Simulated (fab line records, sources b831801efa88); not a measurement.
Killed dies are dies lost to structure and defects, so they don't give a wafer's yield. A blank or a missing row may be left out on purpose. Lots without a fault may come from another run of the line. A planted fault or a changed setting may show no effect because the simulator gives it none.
Which tool did it? | flow sky130 | 6 lots, 18 wafers sampled, at 4 steps of a route of 708

WHAT THE GAUGES READ, wafer by wafer
SKY_LDD_LDN_TW_MEAS_13.
lot  | measured     | on            | LDD_LDN_TW
L697 | day 24 19:37 | film_metro-04 | 1494 1489 1499
L700 | day 26 06:25 | film_metro-04 | 1492 1478 1488
L701 | day 26 21:32 | film_metro-01 | 1492 1494 1488
L703 | day 27 02:20 | film_metro-04 | 1501 1498 1502
L705 | day 27 06:38 | film_metro-04 | 1412 1420 1417
L706 | day 28 02:31 | film_metro-01 | 1401 1396 1396

WHICH TOOL RAN EACH LOT (tool, then ch and the chambers of the sampled wafers, then the start)
lot  | SKY_POLY_GATE_ETCH_16              | SKY_LDD_HVP_STRIP_09                 | SKY_LDD_LDN_IMPLANT_08
L697 | rie_diel-04 ch 0,1,3, day 18 07:37 | plasma_asher-02 ch 1, day 23 12:43   | implanter-01 ch 0, day 24 18:55
L700 | rie_diel-03 ch 0,1,3, day 19 19:34 | plasma_asher-04 ch 0,1, day 25 00:13 | implanter-04 ch 0, day 26 05:43
L701 | rie_diel-02 ch 2,3, day 20 11:43   | plasma_asher-01 ch 0,1, day 25 16:15 | implanter-01 ch 0, day 26 20:52
L703 | rie_diel-03 ch 0,3, day 20 14:01   | plasma_asher-04 ch 0,1, day 25 18:55 | implanter-02 ch 0, day 26 23:14
L705 | rie_diel-02 ch 1,3, day 20 23:04   | plasma_asher-04 ch 0,1, day 26 01:15 | implanter-02 ch 0, day 27 05:58
L706 | rie_diel-04 ch 1,2,3, day 21 18:10 | plasma_asher-02 ch 0,1, day 26 20:19 | implanter-01 ch 0, day 28 01:49
- SKY_POLY_GATE_ETCH_16: etches Si3N4 in CH3F/O2, stops on poly-Si, time 147.5 s, target depth 75 nm.
- SKY_LDD_HVP_STRIP_09: strips in O2/N2.
- SKY_LDD_LDN_IMPLANT_08

THE ANSWER, worked out from the rows above alone
Rule: what is usual is taken from the lots themselves. Put in order of their means at a reading, lots are off if they are a third of the lots or fewer, leave a main group of 4 or more, and stand apart from it by a gap of 3 or more times the standard deviation of the main group's means; of several such gaps the widest counts. A main group whose means are all the same, to the digits that the tables above print for the reading, isn't used. A lot without any number at a reading at which 4 lots or more have one is off too. The other lots that the step has rows for count as sound.
Off: L705, L706, at SKY_LDD_LDN_TW_MEAS_13 (LDD_LDN_TW). The main group: mean 1493, standard deviation 5.2.
A tool fits if, at a process step before that reading, it ran every lot that is off, and no sound lot after the first of them. The gauges at SKY_LDD_LDN_TW_MEAS_13 are tried like those tools. None of those tried fits.

WHAT THE SIMULATOR HAD PUT IN
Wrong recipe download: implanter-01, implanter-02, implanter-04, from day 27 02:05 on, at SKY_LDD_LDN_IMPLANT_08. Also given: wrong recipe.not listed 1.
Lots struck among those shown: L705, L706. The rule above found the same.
